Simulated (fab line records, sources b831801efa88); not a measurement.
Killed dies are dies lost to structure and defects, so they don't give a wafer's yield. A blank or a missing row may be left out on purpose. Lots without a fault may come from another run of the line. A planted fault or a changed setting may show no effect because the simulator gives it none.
fab line records | flow sky130
record lots=12 wafers=36 last_day=50
route steps=708 shown SONOS_TUNNEL@162 SONOS_ONO@181 POLY_GATE@224 PAD_OPEN@708
lots that met no fault: from a run of the same line without faults
start_h: hours from the record's first day to the start of the lot's first wafer shown | wait_h: hours since the lot's step before | " the same as in the row above | L1.1+2: a row that stands for several wafers | - no value, or no start given | * or withheld: withheld | < > ~ a bound
route shown NAME@n: a module of which the file shows steps, and the number in the route of the first | usual: mean/standard deviation of fault-free wafers | same: alike in all rows | chamber/n: place in a boat | sites: the reading at each site | _std_site: their standard deviation | _edge_site: outer sites' mean less inner sites' | radius_mm: how far each site lies from the wafer's centre | mask NAME#n: copy n | behind: the tool/chamber that last shaped the wafer | hold: why the lot was held/for how many hours/how that ended | device: the transistor (n, p or np) that didn't switch | end of line: the same wafers' tests at the end of the route | a step without rows: its recipe alone | killed: dies lost to structure and defects at the first sort, not the wafer's yield | map: a wafer's dies, x killed, . not, _ none there
set.NAME: the setting as run; set.NAME@STEP: as run at that earlier step | model.NAME: the simulator's own value behind a step, which no gauge read
steps of the route over a sample of lots; a table a step, a row a wafer
services: from which hour (start_h, from the record's first day; less than 0 if before it) a tool's chamber was out of use, for how many hours, and why
## steps
# step SKY_SONOS_TUNNEL_OVL_MEAS_08
# usual SONOS_TUNNEL_OVL=0.3/1.4
# columns lot.wafer tool chamber start_h wait_h SONOS_TUNNEL_OVL[nm]
L197.1 overlay-01 - 262.13 0.1 -1.9
L197.3 " - " " 0.1
L197.4 " - " " 0.5
L198.1 overlay-01 - 280.38 0.1 3.3
L198.4 " - " " 3.0
L198.6 " - " " 1.9
L199.1 overlay-02 - 282.14 0.1 -2.8
L199.2 " - " " -1.5
L199.4 " - " " 0.5
L200.4 overlay-01 - 284.25 0.1 0.4
L200.5 " - " " -0.6
L200.6 " - " " 0.4
L204.1 overlay-02 - 311.05 0.1 0.8
L204.2 " - " " -0.4
L204.3 " - " " -0.7
L205.2 overlay-01 - 333.10 0.1 -0.6
L205.5 " - " " -0.1
L205.6 " - " " -0.3
L206.2 overlay-02 - 336.69 0.1 1.6
L206.4 " - " " 2.2
L206.6 " - " " 0.9
L208.1 overlay-01 - 341.60 0.1 0.6
L208.4 " - " " -0.9
L208.5 " - " " -0.2
L211.3 overlay-01 - 368.90 0.1 2.2
L211.4 " - " " 2.0
L211.5 " - " " 1.9
L212.1 overlay-02 - 389.00 0.1 -1.8
L212.2 " - " " -0.4
L212.5 " - " " -1.0
L214.1 overlay-02 - 395.85 0.1 0.3
L214.3 " - " " 0.8
L214.6 " - " " -0.7
L217.2 overlay-02 - 424.73 0.1 2.2
L217.3 " - " " 1.0
L217.4 " - " " 2.5
# step SKY_SONOS_ONO_CD_MEAS_13
# recipe target_cd_nm=410
# usual cd_nm=410.2/2.1
# columns lot.wafer tool chamber start_h wait_h cd_nm
L197.1 cd_sem-02 - 296.73 0.1 408.0
L197.3 " - " " 408.3
L197.4 " - " " 406.5
L199.1 cd_sem-02 - 314.11 0.1 410.7
L199.2 " - " " 410.2
L199.4 " - " " 410.5
L198.1 cd_sem-02 - 314.23 0.2 410.8
L198.4 " - " " 412.1
L198.6 " - " " 413.2
L200.4 cd_sem-01 - 318.52 0.1 407.5
L200.5 " - " " 410.7
L200.6 " - " " 408.3
L204.1 cd_sem-01 - 345.93 0.1 411.5
L204.2 " - " " 411.7
L204.3 " - " " 413.1
L205.2 cd_sem-02 - 364.45 0.1 412.3
L205.5 " - " " 411.0
L205.6 " - " " 408.8
L206.2 cd_sem-02 - 369.70 0.1 410.8
L206.4 " - " " 407.6
L206.6 " - " " 408.9
L208.1 cd_sem-01 - 381.18 0.1 412.8
L208.4 " - " " 412.1
L208.5 " - " " 412.6
L211.3 cd_sem-02 - 402.27 0.1 410.4
L211.4 " - " " 410.4
L211.5 " - " " 408.2
L212.1 cd_sem-01 - 423.29 0.2 410.2
L212.2 " - " " 408.4
L212.5 " - " " 408.8
L214.1 cd_sem-01 - 430.78 0.1 412.3
L214.3 " - " " 409.3
L214.6 " - " " 413.0
L217.2 cd_sem-02 - 463.08 0.1 408.9
L217.3 " - " " 411.0
L217.4 " - " " 406.8
# step SKY_POLY_GATE_EXPOSE_10
# recipe mask_id=P1M na=0.68 source_shape=conventional sigma_outer=0.6 target_cd_nm=150 dose_mj=28
# usual exposure_dose_mJ_cm2=28.00/0.047
# columns lot.wafer tool chamber start_h wait_h mask exposure_dose_mJ_cm2
L197.1 krf_scanner-02 0 374.31 - P1M#0 28.03
L197.3 " 0 " " P1M#0 28.10
L197.4 " 0 " " P1M#0 28.04
L199.1 krf_scanner-02 0 394.33 - P1M#0 28.07
L199.2 " 0 " " P1M#0 28.00
L199.4 " 0 " " P1M#0 28.05
L198.1 krf_scanner-01 0 397.38 - P1M#0 27.98
L198.4 " 0 " " P1M#0 27.93
L198.6 " 0 " " P1M#0 27.91
L200.4 krf_scanner-02 0 397.68 - P1M#0 28.02
L200.5 " 0 " " P1M#0 28.01
L200.6 " 0 " " P1M#0 28.03
L204.1 krf_scanner-02 0 428.40 - P1M#0 28.03
L204.2 " 0 " " P1M#0 28.05
L204.3 " 0 " " P1M#0 28.07
L205.2 krf_scanner-02 0 451.19 - P1M#0 28.03
L205.5 " 0 " " P1M#0 28.02
L205.6 " 0 " " P1M#0 28.04
L206.2 krf_scanner-02 0 455.39 - P1M#0 27.98
L206.4 " 0 " " P1M#0 28.07
L206.6 " 0 " " P1M#0 28.02
L208.1 krf_scanner-01 0 470.95 - P1M#0 27.89
L208.4 " 0 " " P1M#0 27.92
L208.5 " 0 " " P1M#0 27.90
L211.3 krf_scanner-02 0 489.67 - P1M#0 28.05
L211.4 " 0 " " P1M#0 28.02
L211.5 " 0 " " P1M#0 28.06
L212.1 krf_scanner-02 0 507.86 - P1M#0 30.66
L212.2 " 0 " " P1M#0 30.63
L212.5 " 0 " " P1M#0 30.64
L214.1 krf_scanner-02 0 515.18 - P1M#0 30.62
L214.3 " 0 " " P1M#0 30.63
L214.6 " 0 " " P1M#0 30.59
L217.2 krf_scanner-01 0 546.30 - P1M#0 27.99
L217.3 " 0 " " P1M#0 27.98
L217.4 " 0 " " P1M#0 28.01
# step SKY_POLY_GATE_CD_MEAS_13
# recipe target_cd_nm=150
# usual cd_nm=150.0/1.3
# columns lot.wafer tool chamber start_h wait_h cd_nm
L197.1 cd_sem-02 - 389.72 - 148.5
L197.3 " - " " 148.4
L197.4 " - " " 149.4
L199.1 cd_sem-02 - 408.56 - 146.4
L199.2 " - " " 146.7
L199.4 " - " " 148.4
L198.1 cd_sem-02 - 411.72 - 151.1
L198.4 " - " " 150.3
L198.6 " - " " 150.9
L200.4 cd_sem-01 - 412.29 - 150.9
L200.5 " - " " 150.3
L200.6 " - " " 151.3
L204.1 cd_sem-02 - 443.31 - 151.7
L204.2 " - " " 149.7
L204.3 " - " " 148.4
L205.2 cd_sem-01 - 466.28 - 150.0
L205.5 " - " " 150.2
L205.6 " - " " 150.0
L206.2 cd_sem-01 - 470.35 - 149.5
L206.4 " - " " 150.4
L206.6 " - " " 151.0
L208.1 cd_sem-02 - 486.17 - 152.2
L208.4 " - " " 150.6
L208.5 " - " " 152.5
L211.3 cd_sem-01 - 504.66 - 151.2
L211.4 " - " " 149.6
L211.5 " - " " 150.4
L212.1 cd_sem-01 - 523.26 - 136.5
L212.2 " - " " 135.2
L212.5 " - " " 135.9
L214.1 cd_sem-01 - 530.06 - 135.4
L214.3 " - " " 135.9
L214.6 " - " " 136.3
L217.2 cd_sem-02 - 561.35 - 149.1
L217.3 " - " " 148.3
L217.4 " - " " 148.5
# step SKY_POLY_GATE_STRIP_18
# recipe chemistry=O2/N2 power_w=1400 pressure_mtorr=1500 platen_temp_c=withheld o2_flow_sccm=3000 n2_flow_sccm=300 overash_fraction=0.5
# usual drypump_motor_current_A=6.0/0.44 oes_product_au=0.361/0.0048 strip_time_to_endpoint_s=3.17/0.049
# columns lot.wafer tool chamber start_h wait_h drypump_motor_current_A oes_product_au rf_hours_counter_h strip_time_to_endpoint_s
L197.1 plasma_asher-04 1 390.11 0.0 6.0 0.369 73 3.15
L197.3 " 1 " " 6.1 0.364 - 3.17
L197.4 " 0 " " 6.4 0.360 - 3.12
L199.1 plasma_asher-01 1 408.95 0.0 6.4 0.361 57 3.14
L199.2 " 0 " " 5.2 0.362 57 3.19
L199.4 " 0 " " 5.2 0.363 - 3.14
L198.1 plasma_asher-03 1 412.11 0.0 6.1 0.361 60 3.15
L198.4 " 0 " " 6.0 0.362 - 3.16
L198.6 " 1 " " 6.1 0.362 - 3.19
L200.4 plasma_asher-04 1 412.66 0.1 6.0 0.357 - 3.13
L200.5 " 0 " " 6.4 0.352 - 3.11
L200.6 " 1 " " 6.0 0.358 - 3.14
L204.1 plasma_asher-01 1 443.70 0.0 6.4 0.359 60 3.26
L204.2 " 0 " " 5.2 0.367 60 3.15
L204.3 " 1 " " 6.4 0.365 - 3.17
L205.2 plasma_asher-01 0 466.65 0.0 5.3 0.346 63 3.12
L205.5 " 0 " " 5.2 0.367 - 3.30
L205.6 " 1 " " 6.3 0.360 - 3.13
L206.2 plasma_asher-03 0 470.73 0.0 6.0 0.368 66 3.27
L206.4 " 1 " " 6.1 0.360 - 3.15
L206.6 " 0 " " 6.1 0.368 - 3.18
L208.1 plasma_asher-01 1 486.56 0.0 6.4 0.364 65 3.21
L208.4 " 1 " " 6.4 0.365 - 3.12
L208.5 " 1 " " 6.4 0.356 - 3.16
L211.3 plasma_asher-01 0 505.05 0.1 5.3 0.362 - 3.14
L211.4 " 1 " " 6.4 0.362 - 3.23
L211.5 " 0 " " 5.3 0.368 - 3.21
L212.1 plasma_asher-03 1 523.65 0.0 6.0 0.362 72 3.27
L212.2 " 0 " " 6.1 0.356 72 3.22
L212.5 " 0 " " 6.1 0.357 - 3.21
L214.1 plasma_asher-01 0 530.45 0.0 5.3 0.354 69 3.11
L214.3 " 0 " " 5.2 0.362 - 3.15
L214.6 " 1 " " 6.3 0.359 - 3.09
L217.2 plasma_asher-04 0 561.76 0.0 6.4 0.358 13 3.22
L217.3 " 1 " " 6.0 0.361 - 3.18
L217.4 " 0 " " 6.3 0.356 - 3.16
# step SKY_POLY_GATE_CD_MEAS_22
# usual cd_nm=149/3.2
# columns lot.wafer tool chamber start_h wait_h cd_nm
L197.1 cd_sem-02 - 392.73 0.1 146
L197.3 " - " " 147
L197.4 " - " " 143
L199.1 cd_sem-01 - 411.08 0.1 142
L199.2 " - " " 148
L199.4 " - " " 143
L198.1 cd_sem-01 - 414.67 0.1 151
L198.4 " - " " 151
L198.6 " - " " 147
L200.4 cd_sem-02 - 414.75 0.1 151
L200.5 " - " " 150
L200.6 " - " " 150
L204.1 cd_sem-01 - 445.17 0.1 154
L204.2 " - " " 153
L204.3 " - " " 151
L205.2 cd_sem-01 - 468.51 0.1 149
L205.5 " - " " 151
L205.6 " - " " 151
L206.2 cd_sem-01 - 472.52 0.1 154
L206.4 " - " " 151
L206.6 " - " " 154
L208.1 cd_sem-01 - 489.26 0.1 148
L208.4 " - " " 151
L208.5 " - " " 154
L211.3 cd_sem-01 - 506.58 0.1 154
L211.4 " - " " 149
L211.5 " - " " 149
L212.1 cd_sem-02 - 525.33 0.1 134
L212.2 " - " " 133
L212.5 " - " " 135
L214.1 cd_sem-02 - 531.91 0.1 130
L214.3 " - " " 133
L214.6 " - " " 131
L217.2 cd_sem-01 - 563.26 0.1 148
L217.3 " - " " 149
L217.4 " - " " 150
# step SKY_PAD_OPEN_PROBE_99
# usual killed_at_M0_to_M3=43/6.8 killed_at_M4_up=3.2/2 killed_at_contacts=24/5.3 killed_at_front_end=16/4.4 killed_at_other=0.3/0.54 killed_dies=86/9.4 killed_open=48/6.6 killed_short=38/6.5
# same gross_dies=492 killed_at_back_side=0
# columns lot.wafer tool chamber start_h wait_h killed_at_M0_to_M3 killed_at_M4_up killed_at_contacts killed_at_front_end killed_at_other killed_dies killed_open killed_short
L206.2 prober-02 - 1152.80 0.1 44 0 26 10 1 81 42 39
L206.4 prober-02 - 1152.90 0.2 42 5 25 14 1 87 51 36
L206.6 prober-02 - 1153.00 0.2 45 3 30 16 0 94 59 35
L212.1 prober-02 - 1186.84 0.1 43 5 18 23 1 90 42 43
L212.2 prober-02 - 1186.89 0.1 32 2 16 25 1 76 35 37
L212.5 prober-02 - 1187.04 0.2 49 1 26 19 0 95 52 39
L214.1 prober-02 - 1189.91 0.1 37 6 30 14 1 88 41 43
L214.3 prober-02 - 1190.01 0.2 44 4 27 25 0 100 55 40
L214.6 prober-02 - 1190.16 0.2 39 1 28 24 1 93 49 39
# killed by level:class
L206.2 CONTACT:geometric_particle:open=10 VIA2:geometric_particle:open=9 CONTACT:geometric_particle:short=7 VIA1:geometric_particle:open=7 VIA1:geometric_particle:short=6 METAL2:geometric_particle:short=5 VIA3:geometric_particle:open=5 LI_CONTACT:geometric_particle:open=4
L206.4 CONTACT:geometric_particle:open=14 VIA1:geometric_particle:open=10 VIA3:geometric_particle:open=8 FIELD_ISO:geometric_particle:short=6 VIA2:geometric_particle:open=5 LI_CONTACT:geometric_particle:open=5 METAL3:geometric_particle:short=4 METAL4:geometric_particle:short=4
L206.6 CONTACT:geometric_particle:open=17 VIA1:geometric_particle:open=16 FIELD_ISO:geometric_particle:open=5 LOCAL_INTERCONNECT:geometric_particle:short=5 FIELD_ISO:geometric_particle:short=4 METAL2:geometric_particle:open=4 METAL2:geometric_particle:short=4 VIA3:geometric_particle:short=4
L212.1 CONTACT:geometric_particle:open=10 METAL2:geometric_particle:short=9 VIA3:geometric_particle:open=9 METAL1:geometric_particle:short=8 VIA2:geometric_particle:open=8 POLY_GATE:geometric_particle:short=7 POLY_GATE:area_expose=5 LI_CONTACT:geometric_particle:open=4
L212.2 VIA1:geometric_particle:open=8 FIELD_ISO:geometric_particle:short=6 POLY_GATE:geometric_particle:open=5 POLY_GATE:geometric_particle:short=5 LI_CONTACT:geometric_particle:open=5 METAL1:geometric_particle:short=5 VIA2:geometric_particle:open=5 POLY_CUT:geometric_particle:open=3
L212.5 VIA1:geometric_particle:open=11 LI_CONTACT:geometric_particle:open=9 VIA1:geometric_particle:short=8 VIA2:geometric_particle:open=8 CONTACT:geometric_particle:open=7 METAL1:geometric_particle:short=6 METAL2:geometric_particle:short=6 CONTACT:geometric_particle:short=5
L214.1 VIA1:geometric_particle:short=9 CONTACT:geometric_particle:open=9 LOCAL_INTERCONNECT:geometric_particle:short=7 METAL2:geometric_particle:short=6 CONTACT:geometric_particle:short=6 VIA1:geometric_particle:open=6 POLY_GATE:geometric_particle:open=5 LI_CONTACT:geometric_particle:open=5
L214.3 VIA1:geometric_particle:open=14 CONTACT:geometric_particle:open=12 VIA3:geometric_particle:open=8 POLY_GATE:geometric_particle:short=5 POLY_GATE:geometric_particle:open=5 VIA2:geometric_particle:short=5 POLY_GATE:area_expose=5 LI_CONTACT:geometric_particle:short=4
L214.6 CONTACT:geometric_particle:short=10 CONTACT:geometric_particle:open=9 VIA1:geometric_particle:open=9 METAL3:geometric_particle:short=8 LI_CONTACT:geometric_particle:open=7 POLY_GATE:geometric_particle:open=5 VIA3:geometric_particle:open=5 VIA2:geometric_particle:open=5
## services
# columns tool chamber start_h hours kind
krf_scanner-02 - 350.40 4.0 pm
krf_scanner-01 - 356.34 0.8 pm
krf_scanner-01 - 361.88 1.0 pm
krf_scanner-01 - 374.10 1.3 pm
plasma_asher-03 - 376.76 8.6 repair
krf_scanner-02 - 405.44 0.8 pm
krf_scanner-02 - 413.52 1.0 pm
plasma_asher-04 - 421.25 9.0 pm
plasma_asher-04 0 421.25 9.0 vent_cycle
plasma_asher-04 1 421.25 9.0 vent_cycle
plasma_asher-04 0 430.25 - clean
plasma_asher-04 1 430.25 - clean
krf_scanner-02 - 437.37 1.3 pm
plasma_asher-03 - 461.98 0.4 repair
plasma_asher-01 - 482.69 2.3 repair
plasma_asher-04 - 484.92 3.6 repair
krf_scanner-02 0 488.50 - calibration
krf_scanner-01 - 518.66 1.0 repair
krf_scanner-01 - 520.92 0.8 repair
krf_scanner-01 - 525.14 0.8 pm
krf_scanner-01 - 530.88 1.0 pm
krf_scanner-01 - 541.06 3.6 pm
krf_scanner-01 - 550.00 1.3 pm
krf_scanner-01 - 553.72 4.0 pm
## key
first_sign step=SKY_POLY_GATE_EXPOSE_10 reading=exposure_dose_mJ_cm2 direction=up sigmas=55 usual=* struck=*
effect step=SKY_POLY_GATE_CD_MEAS_13 reading=cd_nm direction=down sigmas=11 usual=150.0 struck=135.9
effect step=SKY_POLY_GATE_CD_MEAS_22 reading=cd_nm direction=down sigmas=5.2 usual=149 struck=132
met_at SKY_POLY_GATE_EXPOSE_10
struck_lots L212,L214
tester_left_out L212,L214
not_acting_at SKY_SONOS_TUNNEL_OVL_MEAS_08,SKY_SONOS_ONO_CD_MEAS_13,SKY_POLY_GATE_STRIP_18
onset_between 489.67 507.86
fault kind=process_parameter_drift tool=krf_scanner-02 chamber=- onset_h=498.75 steps=SKY_POLY_GATE_EXPOSE_10 channel=dose_mj offset=2.6025 shape=step acts_in=these_recipes_only stated=28
# tester_left_out: of these lots the tester's yield and bins aren't shown, on N5 and GAA mostly nor the transistor test; their killed dies are dies lost to structure and defects alone, not to doping, threshold or leakage, so they don't give the yield
